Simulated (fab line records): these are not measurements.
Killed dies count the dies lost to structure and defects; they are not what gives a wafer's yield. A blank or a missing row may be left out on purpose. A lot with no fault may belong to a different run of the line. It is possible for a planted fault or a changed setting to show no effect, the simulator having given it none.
The tool behind it: which one? || flow gf180mcu || 15 lots, 45 wafers sampled, at 4 steps of a route of 602

## WHAT EACH GAUGE READ, for each wafer
GF_STI_THK_MEAS_22.
{"lot": "L378", "measured": "day 2 03:03", "on": "filmMetro-04", "STI_OXIDATION_01_THK (nm)": "14.88 14.99 15.13"}
{"lot": "L379", "measured": "day 2 08:50", "on": "filmMetro-04", "STI_OXIDATION_01_THK (nm)": "14.77 14.96 14.59"}
{"lot": "L380", "measured": "day 2 14:04", "on": "filmMetro-04", "STI_OXIDATION_01_THK (nm)": "15.08 14.84 15.11"}
{"lot": "L383", "measured": "day 3 06:02", "on": "filmMetro-03", "STI_OXIDATION_01_THK (nm)": "14.52 14.74 14.48"}
{"lot": "L385", "measured": "day 3 15:40", "on": "filmMetro-03", "STI_OXIDATION_01_THK (nm)": "14.95 14.98 14.94"}
{"lot": "L387", "measured": "day 4 01:08", "on": "filmMetro-04", "STI_OXIDATION_01_THK (nm)": "14.61 14.91 14.51"}
{"lot": "L388", "measured": "day 4 06:46", "on": "filmMetro-03", "STI_OXIDATION_01_THK (nm)": "14.95 15.18 15.16"}
{"lot": "L389", "measured": "day 4 13:05", "on": "filmMetro-04", "STI_OXIDATION_01_THK (nm)": "14.91 14.67 14.92"}
{"lot": "L390", "measured": "day 4 16:55", "on": "filmMetro-03", "STI_OXIDATION_01_THK (nm)": "14.59 14.86 15.08"}
{"lot": "L391", "measured": "day 4 22:09", "on": "filmMetro-03", "STI_OXIDATION_01_THK (nm)": "14.55 14.55 14.61"}
{"lot": "L392", "measured": "day 5 03:28", "on": "filmMetro-01", "STI_OXIDATION_01_THK (nm)": "15.02 15.15 14.74"}
{"lot": "L396", "measured": "day 6 00:27", "on": "filmMetro-03", "STI_OXIDATION_01_THK (nm)": "14.94 15.06 15.01"}
{"lot": "L399", "measured": "day 6 18:44", "on": "filmMetro-01", "STI_OXIDATION_01_THK (nm)": "14.28 14.54 14.69"}
{"lot": "L400", "measured": "day 6 20:59", "on": "filmMetro-01", "STI_OXIDATION_01_THK (nm)": "15.00 14.95 14.85"}
{"lot": "L401", "measured": "day 7 03:31", "on": "filmMetro-01", "STI_OXIDATION_01_THK (nm)": "15.14 15.17 15.22"}

GF_VT_IMPLANT_TW_MEAS_21.
{"lot": "L378", "measured": "day 6 05:44", "on": "filmMetro-01", "VT_IMPLANT_2_TW": "1205 1202 1210"}
{"lot": "L379", "measured": "day 6 12:43", "on": "filmMetro-02", "VT_IMPLANT_2_TW": "1234 1242 1227"}
{"lot": "L380", "measured": "day 6 17:19", "on": "filmMetro-02", "VT_IMPLANT_2_TW": "1242 1237 1235"}
{"lot": "L383", "measured": "day 7 13:09", "on": "filmMetro-01", "VT_IMPLANT_2_TW": "1215 1207 1209"}
{"lot": "L385", "measured": "day 8 01:56", "on": "filmMetro-02", "VT_IMPLANT_2_TW": "1241 1228 1239"}
{"lot": "L387", "measured": "day 8 14:38", "on": "filmMetro-03", "VT_IMPLANT_2_TW": "1214 1214 1219"}
{"lot": "L388", "measured": "day 8 20:56", "on": "filmMetro-01", "VT_IMPLANT_2_TW": "1209 1208 1205"}
{"lot": "L389", "measured": "day 9 05:55", "on": "filmMetro-01", "VT_IMPLANT_2_TW": "1220 1211 1213"}
{"lot": "L396", "measured": "day 11 02:28", "on": "filmMetro-01", "VT_IMPLANT_2_TW": "1204 1200 1205"}
{"lot": "L399", "measured": "day 11 23:26", "on": "filmMetro-02", "VT_IMPLANT_2_TW": "1234 1235 1229"}
{"lot": "L400", "measured": "day 12 01:25", "on": "filmMetro-02", "VT_IMPLANT_2_TW": "1232 1234 1240"}
{"lot": "L401", "measured": "day 12 10:22", "on": "filmMetro-02", "VT_IMPLANT_2_TW": "1233 1230 1228"}

## EACH LOT AND THE TOOL THAT RAN IT (in order: tool; ch and the chambers of the sampled wafers; start)
{"lot": "L378", "GF_STI_OXIDATION_01": "furnace-01 ch 0, day 1 10:07", "GF_STI_ETCH_13": "rieDiel-04 ch 1,3, day 2 01:16"}
{"lot": "L379", "GF_STI_OXIDATION_01": "furnace-01 ch 0, day 1 15:36", "GF_STI_ETCH_13": "rieDiel-04 ch 1,2,3, day 2 07:02"}
{"lot": "L380", "GF_STI_OXIDATION_01": "furnace-01 ch 0, day 1 20:07", "GF_STI_ETCH_13": "rieDiel-02 ch 0,1,2, day 2 11:11"}
{"lot": "L383", "GF_STI_OXIDATION_01": "furnace-01 ch 0, day 2 12:27", "GF_STI_ETCH_13": "rieDiel-01 ch 1,2,3, day 3 04:16"}
{"lot": "L385", "GF_STI_OXIDATION_01": "furnace-02 ch 0, day 2 21:40", "GF_STI_ETCH_13": "rieDiel-02 ch 1,2,3, day 3 13:56"}
{"lot": "L387", "GF_STI_OXIDATION_01": "furnace-02 ch 0, day 3 07:07", "GF_STI_ETCH_13": "rieDiel-02 ch 2,3, day 3 23:20"}
{"lot": "L388", "GF_STI_OXIDATION_01": "furnace-01 ch 0, day 3 12:07", "GF_STI_ETCH_13": "rieDiel-04 ch 0,2, day 4 04:34"}
{"lot": "L389", "GF_STI_OXIDATION_01": "furnace-02 ch 0, day 3 18:13", "GF_STI_ETCH_13": "rieDiel-02 ch 0,1,3, day 4 11:16"}
{"lot": "L390", "GF_STI_OXIDATION_01": "furnace-02, day 3 22:07", "GF_STI_ETCH_13": "rieDiel-01 ch 0,2,3, day 4 15:10"}
{"lot": "L391", "GF_STI_OXIDATION_01": "furnace-01, day 4 03:07", "GF_STI_ETCH_13": "rieDiel-04 ch 1,2,3, day 4 20:25"}
{"lot": "L392", "GF_STI_OXIDATION_01": "furnace-01, day 4 08:25", "GF_STI_ETCH_13": "rieDiel-04 ch 0,1,2, day 5 01:44"}
{"lot": "L396", "GF_STI_OXIDATION_01": "furnace-02 ch 0, day 5 04:31", "GF_STI_ETCH_13": "rieDiel-04 ch 0,1,3, day 5 21:58"}
{"lot": "L399", "GF_STI_OXIDATION_01": "furnace-02 ch 0, day 5 20:27", "GF_STI_ETCH_13": "rieDiel-01 ch 0,2,3, day 6 14:53"}
{"lot": "L400", "GF_STI_OXIDATION_01": "furnace-01 ch 0, day 6 00:27", "GF_STI_ETCH_13": "rieDiel-01 ch 0,1,3, day 6 18:37"}
{"lot": "L401", "GF_STI_OXIDATION_01": "furnace-01 ch 0, day 6 07:22", "GF_STI_ETCH_13": "rieDiel-02 ch 0,1,2, day 7 01:46"}
- GF_STI_OXIDATION_01: stabilise 600 s, purge 300 s, target thk 10 nm.
- GF_STI_ETCH_13: etches the open film in CHF3/O2, stops on Si, target depth 282.31 nm, time 112.9 s.

## AS READ BY THE TOOLS THEMSELVES (means over the sampled wafers that have a number; for cases with no such wafer, the mark the record gives instead)
GF_STI_OXIDATION_01.
{"lot": "L378", "tool": "furnace-01", "oxTempC (C)": 899.6, "oxTempCMax": 903.3, "spikeTcCentreC (C)": 899.8, "spikeTcTopC (C)": 912.8, "zonePowerLowerPct (%)": 17.2}
{"lot": "L379", "tool": "furnace-01", "oxTempC (C)": 900.3, "oxTempCMax": 903.5, "spikeTcCentreC (C)": 900.4, "spikeTcTopC (C)": 912.9, "zonePowerLowerPct (%)": 17.5}
{"lot": "L380", "tool": "furnace-01", "oxTempC (C)": 899.8, "oxTempCMax": 903.4, "spikeTcCentreC (C)": 900.7, "spikeTcTopC (C)": 914.6, "zonePowerLowerPct (%)": 17.3}
{"lot": "L383", "tool": "furnace-01", "oxTempC (C)": 899.3, "oxTempCMax": 903.4, "spikeTcCentreC (C)": 900.6, "spikeTcTopC (C)": 912.6, "zonePowerLowerPct (%)": 17.4}
{"lot": "L385", "tool": "furnace-02", "oxTempC (C)": 899.8, "oxTempCMax": 904.2, "spikeTcCentreC (C)": 901.0, "spikeTcTopC (C)": 915.3, "zonePowerLowerPct (%)": 16.2}
{"lot": "L387", "tool": "furnace-02", "oxTempC (C)": 900.3, "oxTempCMax": 904.1, "spikeTcCentreC (C)": 901.5, "spikeTcTopC (C)": 914.2, "zonePowerLowerPct (%)": 16.0}
{"lot": "L388", "tool": "furnace-01", "oxTempC (C)": 900.0, "oxTempCMax": 903.8, "spikeTcCentreC (C)": 900.6, "spikeTcTopC (C)": 913.0, "zonePowerLowerPct (%)": 17.4}
{"lot": "L389", "tool": "furnace-02", "oxTempC (C)": 900.7, "oxTempCMax": 904.5, "spikeTcCentreC (C)": 900.8, "spikeTcTopC (C)": 913.8, "zonePowerLowerPct (%)": 16.1}
{"lot": "L390", "tool": "furnace-02", "oxTempC (C)": "-", "oxTempCMax": "-", "spikeTcCentreC (C)": "-", "spikeTcTopC (C)": "-", "zonePowerLowerPct (%)": "-"}
{"lot": "L391", "tool": "furnace-01", "oxTempC (C)": "-", "oxTempCMax": "-", "spikeTcCentreC (C)": "-", "spikeTcTopC (C)": "-", "zonePowerLowerPct (%)": "-"}
{"lot": "L392", "tool": "furnace-01", "oxTempC (C)": "-", "oxTempCMax": "-", "spikeTcCentreC (C)": "-", "spikeTcTopC (C)": "-", "zonePowerLowerPct (%)": "-"}
{"lot": "L396", "tool": "furnace-02", "oxTempC (C)": 900.2, "oxTempCMax": 904.4, "spikeTcCentreC (C)": 900.1, "spikeTcTopC (C)": 915.0, "zonePowerLowerPct (%)": 16.3}
{"lot": "L399", "tool": "furnace-02", "oxTempC (C)": 899.7, "oxTempCMax": 904.0, "spikeTcCentreC (C)": 900.6, "spikeTcTopC (C)": 915.2, "zonePowerLowerPct (%)": 16.3}
{"lot": "L400", "tool": "furnace-01", "oxTempC (C)": 900.2, "oxTempCMax": 903.9, "spikeTcCentreC (C)": 900.3, "spikeTcTopC (C)": 914.3, "zonePowerLowerPct (%)": 17.2}
{"lot": "L401", "tool": "furnace-01", "oxTempC (C)": 900.1, "oxTempCMax": 903.6, "spikeTcCentreC (C)": 900.9, "spikeTcTopC (C)": 914.0, "zonePowerLowerPct (%)": 17.3}

GF_STI_ETCH_13.
{"lot": "L378", "tool": "rieDiel-04", "drypumpMotorCurrentA (A)": 5.8, "oesProductAu (a.u.)": 0.840, "throttleValvePct (%)": 8.808}
{"lot": "L379", "tool": "rieDiel-04", "drypumpMotorCurrentA (A)": 5.7, "oesProductAu (a.u.)": 0.834, "throttleValvePct (%)": 8.815}
{"lot": "L380", "tool": "rieDiel-02", "drypumpMotorCurrentA (A)": 5.6, "oesProductAu (a.u.)": 0.841, "throttleValvePct (%)": 8.801}
{"lot": "L383", "tool": "rieDiel-01", "drypumpMotorCurrentA (A)": 5.6, "oesProductAu (a.u.)": 0.837, "throttleValvePct (%)": 8.813}
{"lot": "L385", "tool": "rieDiel-02", "drypumpMotorCurrentA (A)": 5.8, "oesProductAu (a.u.)": 0.832, "throttleValvePct (%)": 8.802}
{"lot": "L387", "tool": "rieDiel-02", "drypumpMotorCurrentA (A)": 5.9, "oesProductAu (a.u.)": 0.837, "throttleValvePct (%)": 8.811}
{"lot": "L388", "tool": "rieDiel-04", "drypumpMotorCurrentA (A)": 5.6, "oesProductAu (a.u.)": 0.834, "throttleValvePct (%)": 8.813}
{"lot": "L389", "tool": "rieDiel-02", "drypumpMotorCurrentA (A)": 6.1, "oesProductAu (a.u.)": 0.828, "throttleValvePct (%)": 8.813}
{"lot": "L390", "tool": "rieDiel-01", "drypumpMotorCurrentA (A)": 5.6, "oesProductAu (a.u.)": 0.830, "throttleValvePct (%)": 8.804}
{"lot": "L391", "tool": "rieDiel-04", "drypumpMotorCurrentA (A)": 5.7, "oesProductAu (a.u.)": 0.832, "throttleValvePct (%)": 8.800}
{"lot": "L392", "tool": "rieDiel-04", "drypumpMotorCurrentA (A)": 5.6, "oesProductAu (a.u.)": 0.836, "throttleValvePct (%)": 8.820}
{"lot": "L396", "tool": "rieDiel-04", "drypumpMotorCurrentA (A)": 5.7, "oesProductAu (a.u.)": 0.838, "throttleValvePct (%)": 8.818}
{"lot": "L399", "tool": "rieDiel-01", "drypumpMotorCurrentA (A)": 5.6, "oesProductAu (a.u.)": 0.830, "throttleValvePct (%)": 8.810}
{"lot": "L400", "tool": "rieDiel-01", "drypumpMotorCurrentA (A)": 5.6, "oesProductAu (a.u.)": 0.836, "throttleValvePct (%)": 8.809}
{"lot": "L401", "tool": "rieDiel-02", "drypumpMotorCurrentA (A)": 5.5, "oesProductAu (a.u.)": 0.826, "throttleValvePct (%)": 8.811}

## THE ANSWER, worked out from the rows above alone
Rule: usual is defined by the lots themselves. The widest of any qualifying gaps counts: lots, ordered by their means at a reading, are off when they make up no more than a third of the lots, leave a main group of 4 or more, and stand apart from it by 3 or more times the standard deviation of that group's means. The tables above print the reading to a certain number of digits; a main group whose means all agree to those digits is not used. A lot without any number at a reading at which 4 lots or more have one is off too. The other lots that the step has rows for count as sound. The gauges are gone through in route order, then the tools' own readings, and for those a lot's mean is taken as printed above. The first step at which some lot is off is used, and at that step the reading that is off furthest; a lot without a number counts as furthest.
Off, at GF_STI_OXIDATION_01 on oxTempC: L390, L391, L392. Without a number there: L390, L391, L392. For the main group the mean is 900.0 C and the standard deviation 0.36.
If a tool, at that step or one of the process steps before it, ran each lot that is off and ran no sound lot following the first of them, it fits. Of those tried, none fits.

## WHAT THE SIMULATOR HAD INSERTED
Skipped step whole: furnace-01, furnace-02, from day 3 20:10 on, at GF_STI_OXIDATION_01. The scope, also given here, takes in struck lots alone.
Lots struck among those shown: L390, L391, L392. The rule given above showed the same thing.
